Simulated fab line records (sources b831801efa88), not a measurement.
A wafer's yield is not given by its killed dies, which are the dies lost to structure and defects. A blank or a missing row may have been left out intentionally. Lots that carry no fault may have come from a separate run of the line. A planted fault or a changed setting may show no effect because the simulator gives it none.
A single fault, viewed from 2 desks :: flow gf180mcu :: every desk sees just its own numbers, and what lay behind them comes last

FOR THE TOOL OWNER'S DESK: cmp-01
The tool's own readings at GF_V3_CMP_04 (polishes SiO2): means of the sampled wafers that have a number, for each lot that ran on this tool. If a lot's mean is further than 4 standard deviations from the usual mean, the lot is out of limits and carries the mark OUT (the distance appears in the brackets).
Columns: A = motor-current-A at GF_V3_CMP_04, usual 11.9 A; B = platen-rpm at GF_V3_CMP_04, usual 60.00 rpm; C = time-to-endpoint-s at GF_V3_CMP_04, usual 79 s
lot: L346
first seen here: day 21 16:05
A: 12.6
B: 60.05
C: 83

lot: L347
first seen here: day 22 15:33
A: 12.1
B: 59.99
C: 83

lot: L349
first seen here: day 23 04:58
A: 12.6
B: 59.98
C: 78

lot: L354
first seen here: day 25 07:05
A: 12.0
B: 60.04
C: 82

lot: L363
first seen here: day 27 13:59
A: 12.0
B: 60.04
C: 82

lot: L364
first seen here: day 28 07:46
A: 11.5
B: 60.01
C: 82

lot: L368
first seen here: day 29 06:38
A: 11.1
B: 59.99
C: 84

lot: L369
first seen here: day 29 10:49
A: 11.9
B: 60.00
C: 75
This desk's finding: nothing out of limits on any of the 8 lots.

AT THE METROLOGY DESK
Means of the sampled wafers that have a number, per lot and without regard to the tool the lot ran on: this is what the gauges read. If a lot's mean is further than 4 standard deviations from the usual mean, the lot is out of limits and carries the mark OUT (the distance appears in the brackets).
Columns: A = V5_W_THK at GF_V5_THK_MEAS_25, usual 339 nm
lot: L346
first seen here: day 27 15:16
A: 342

lot: L347
first seen here: day 28 11:23
A: 341

lot: L349
first seen here: day 28 22:44
A: 338

lot: L348
first seen here: day 29 05:28
A: 342

lot: L354
first seen here: day 30 17:11
A: 339

lot: L359
first seen here: day 31 19:49
A: 337

lot: L362
first seen here: day 32 16:26
A: 343

lot: L363
first seen here: day 32 18:05
A: 346

lot: L364
first seen here: day 33 07:47
A: 338

lot: L365
first seen here: day 33 10:17
A: 340

lot: L368
first seen here: day 33 23:45
A: 344

lot: L369
first seen here: day 34 05:07
A: 342
This desk's finding: nothing out of limits on any of the 12 lots.

TAKEN TOGETHER
The tool owner's desk saw nothing out of limits.
Nothing out of limits was seen by the metrology desk.

WHAT THE SIMULATOR HAD INSERTED
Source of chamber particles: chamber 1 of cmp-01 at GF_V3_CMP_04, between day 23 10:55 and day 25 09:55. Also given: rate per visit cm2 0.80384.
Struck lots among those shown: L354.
